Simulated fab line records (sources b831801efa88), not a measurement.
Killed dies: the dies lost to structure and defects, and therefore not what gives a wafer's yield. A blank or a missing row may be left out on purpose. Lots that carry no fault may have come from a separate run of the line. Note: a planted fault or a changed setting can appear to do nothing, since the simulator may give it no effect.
Which tool did it?	flow gf180mcu	14 lots, 42 wafers sampled, at 4 steps of a route of 602

## WHAT THE GAUGES SHOWED, per wafer
GF_VT_IMPLANT_TW_MEAS_10. Usual: VT_IMPLANT_TW gives 571 (standard deviation 3.5).
lot	measured	on	VT_IMPLANT_TW	flag
L591	day 5 16:32	filmMetro-02	564 568 570	
L593	day 6 01:59	filmMetro-03	573 566 571	
L595	day 6 14:44	filmMetro-02	568 571 568	
L596	day 7 03:04	filmMetro-03	567 572 568	
L597	day 7 06:11	filmMetro-02	568 568 571	
L598	day 7 12:19	filmMetro-01	575 572 574	
L599	day 7 18:01	filmMetro-02	572 571 570	
L600	day 8 02:22	filmMetro-02	570 570 570	
L608	day 10 00:47	filmMetro-03	570 573 574	
L609	day 10 07:40	filmMetro-01	576 573 571	
L610	day 10 17:34	filmMetro-03	570 571 574	
L612	day 11 03:22	filmMetro-02	569 569 571	
L613	day 11 09:26	filmMetro-02	569 567 568	
L614	day 11 13:58	filmMetro-03	569 569 572	

GF_PSD_OVL_MEAS_08. Usual: PSD_OVL gives -0.5 nm (standard deviation 1.1).
lot	measured	on	PSD_OVL (nm)	flag
L591	day 14 06:34	overlay-02	-2.0 -0.6 -1.9	
L593	day 14 21:26	overlay-02	1.6 -0.2 0.5	
L595	day 15 16:02	overlay-01	-0.7 0.8 0.9	
L596	day 16 09:38	overlay-02	-0.8 -2.3 -1.7	
L597	day 16 16:37	overlay-01	-0.6 -0.6 -1.8	
L598	day 16 23:07	overlay-01	-1.1 -2.4 1.5	
L599	day 17 02:05	overlay-02	2.0 -1.1 -1.8	
L600	day 17 14:46	overlay-01	0.7 0.4 0.3	
L608	day 20 06:29	overlay-02	-1.0 -0.4 -1.1	
L609	day 20 13:13	overlay-01	-1.5 -0.7 -0.1	
L610	day 21 03:31	overlay-02	0.1 0.6 -1.8	
L612	day 21 16:54	overlay-01	1.3 0.9 -1.1	
L613	day 22 01:04	overlay-02	-1.7 -0.8 -1.3	
L614	day 22 06:19	overlay-02	-1.1 0.3 -0.2	

GF_CONTACT_THK_MEAS_26: measures by xrf. Usual: CONTACT_W_THK gives 286 nm (standard deviation 3).
lot	measured	on	CONTACT_W_THK (nm)	flag
L591	day 16 05:15	filmMetro-02	292 286 286	
L593	day 16 21:02	filmMetro-02	289 289 291	
L595	day 17 19:41	filmMetro-02	290 291 288	
L596	day 18 08:29	filmMetro-02	284 287 282	
L597	day 18 16:33	filmMetro-01	286 281 284	
L600	day 19 17:17	filmMetro-02	285 286 284	
L608	day 22 09:26	filmMetro-02	288 287 289	
L609	day 22 15:39	filmMetro-04	286 285 284	
L610	day 23 05:55	filmMetro-02	290 286 288	
L612	day 23 18:17	filmMetro-02	293 288 289	
L613	day 24 00:19	filmMetro-04	279 282 282	
L614	day 24 07:17	filmMetro-01	284 285 283	

## TOOL THAT RAN EACH LOT (tool first, then ch and the chambers of the sampled wafers, then the start)
lot	GF_SAB_DEVELOP_08
L591	lithoTrack-01 ch 0, day 15 04:21
L593	lithoTrack-04 ch 0, day 15 19:57
L595	lithoTrack-02 ch 0, day 16 15:17
L596	lithoTrack-01 ch 0, day 17 07:27
L597	lithoTrack-04 ch 0, day 17 14:51
L598	lithoTrack-01, day 17 21:39
L599	lithoTrack-02, day 18 00:38
L600	lithoTrack-01 ch 0, day 18 14:41
L608	lithoTrack-01 ch 0, day 21 06:24
L609	lithoTrack-01 ch 0, day 21 13:45
L610	lithoTrack-01 ch 0, day 22 04:03
L612	lithoTrack-01 ch 0, day 22 16:48
L613	lithoTrack-01 ch 0, day 22 23:27
L614	lithoTrack-04 ch 0, day 23 05:59
- GF_SAB_DEVELOP_08: develop time 60 s.

## AS READ BY THE TOOLS THEMSELVES (means over the sampled wafers that have a number; for cases with no such wafer, the mark the record gives instead)
GF_SAB_DEVELOP_08. Usual: chillPlateTempC 23.00 C, standard deviation 0.12; developerTempC 22.99 C, standard deviation 0.11; exhaustPa 44.9 Pa, standard deviation 0.95.
lot	tool	chillPlateTempC (C)	developerTempC (C)	exhaustPa (Pa)	flag
L591	lithoTrack-01	22.99	23.02	45.3	
L593	lithoTrack-04	22.95	23.14	44.6	
L595	lithoTrack-02	23.07	23.04	44.9	
L596	lithoTrack-01	23.00	23.10	45.7	
L597	lithoTrack-04	23.01	22.91	44.8	
L598	lithoTrack-01	-	-	-	OFF
L599	lithoTrack-02	-	-	-	OFF
L600	lithoTrack-01	22.98	22.81	44.9	
L608	lithoTrack-01	22.93	23.00	45.0	
L609	lithoTrack-01	22.94	23.02	46.2	
L610	lithoTrack-01	23.15	22.99	45.6	
L612	lithoTrack-01	22.93	22.89	43.9	
L613	lithoTrack-01	23.11	23.01	46.2	
L614	lithoTrack-04	23.01	22.95	44.5	

## THE ANSWER, worked out from the rows above alone
Rule: lot off if the mean of its wafers having a number is beyond 3 standard deviations from the usual mean. A lot without any number at a reading at which 4 lots or more have one is off too. All remaining lots with rows at the step are treated as sound. First the gauges in route order, then the tools' own readings, where a lot's mean is used as printed above. The first step at which some lot is off is used, and at that step the reading that is off furthest; a lot without a number counts as furthest.
Off at GF_SAB_DEVELOP_08 (chillPlateTempC): L598, L599. Without a number there: L598, L599.
A tool fits if, at that step or a process step before it, it ran every lot that is off, and no sound lot after the first of them. Not one of the candidates tried fits.

## WHAT THE SIMULATOR HAD INSERTED
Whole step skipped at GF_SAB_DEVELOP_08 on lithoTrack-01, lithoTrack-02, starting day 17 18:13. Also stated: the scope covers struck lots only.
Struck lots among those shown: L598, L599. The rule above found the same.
